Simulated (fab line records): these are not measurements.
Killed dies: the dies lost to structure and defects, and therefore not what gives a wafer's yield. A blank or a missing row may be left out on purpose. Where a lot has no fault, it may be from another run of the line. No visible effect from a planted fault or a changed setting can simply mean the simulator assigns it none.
Chamber matching | flow sky130 | 4 sister chambers for SKY_POLY_GATE_ETCH_15 on rieDiel-03
The step etches BARC in N2/H2, stops on SiO2, time 118.5 s, target depth 110 nm. 8 wafers are shown with their chamber, then 10 later ones without.

== WAFERS PAIRED WITH THEIR CHAMBERS ==
wafer  | chamber | drypumpMotorCurrentA (A) | throttleValvePct (%)
L086.6 | 1       | 6.6                      | 13.208
L085.4 | 1       | 6.7                      | 13.212
L085.6 | 2       | 6.2                      | 13.220
L088.1 | 3       | 5.3                      | 13.218
L088.3 | 2       | 6.1                      | 13.198
L088.6 | 0       | 5.7                      | 13.206
L089.1 | 0       | 5.7                      | 13.219
L089.2 | 3       | 5.2                      | 13.213

== WAFERS MISSING THEIR CHAMBER ==
wafer  | drypumpMotorCurrentA (A) | throttleValvePct (%)
L089.3 | 6.6                      | 13.212
L092.1 | 5.3                      | 13.228
L092.2 | 6.2                      | 13.217
L092.6 | 5.8                      | 13.204
L095.1 | 5.8                      | 13.206
L095.3 | 5.3                      | 13.211
L095.6 | 6.6                      | 13.213
L097.1 | 6.6                      | 13.218
L097.4 | 5.2                      | 13.206
L097.5 | 5.7                      | 13.234

== CHAMBER TAKEN BY EACH ==
wafer  | from the rows above | in truth
L089.3 | 1                   | 1
L092.1 | 3                   | 3
L092.2 | 2                   | 2
L092.6 | 0                   | 0
L095.1 | 0                   | 0
L095.3 | 3                   | 3
L095.6 | 1                   | 1
L097.1 | 1                   | 1
L097.4 | 3                   | 3
L097.5 | 0                   | 0
10 of 10 placed correctly. From these rows, 0 cannot be placed. Number placed wrongly: 0.
How it was worked out, from the rows above alone: a wafer's distance from a chamber is the root of the sum, over the readings, of the square of ((its reading less the chamber's mean) divided by the reading's scatter). If the next closest chamber is less than 2 further off than the closest, the wafer can't be placed; otherwise it belongs to the closest. Each chamber's mean is taken over the wafers shown for it. The scatter is the square root of a quotient: the sum, over the shown wafers, of each reading's squared deviation from its chamber's mean, divided by wafers minus chambers.
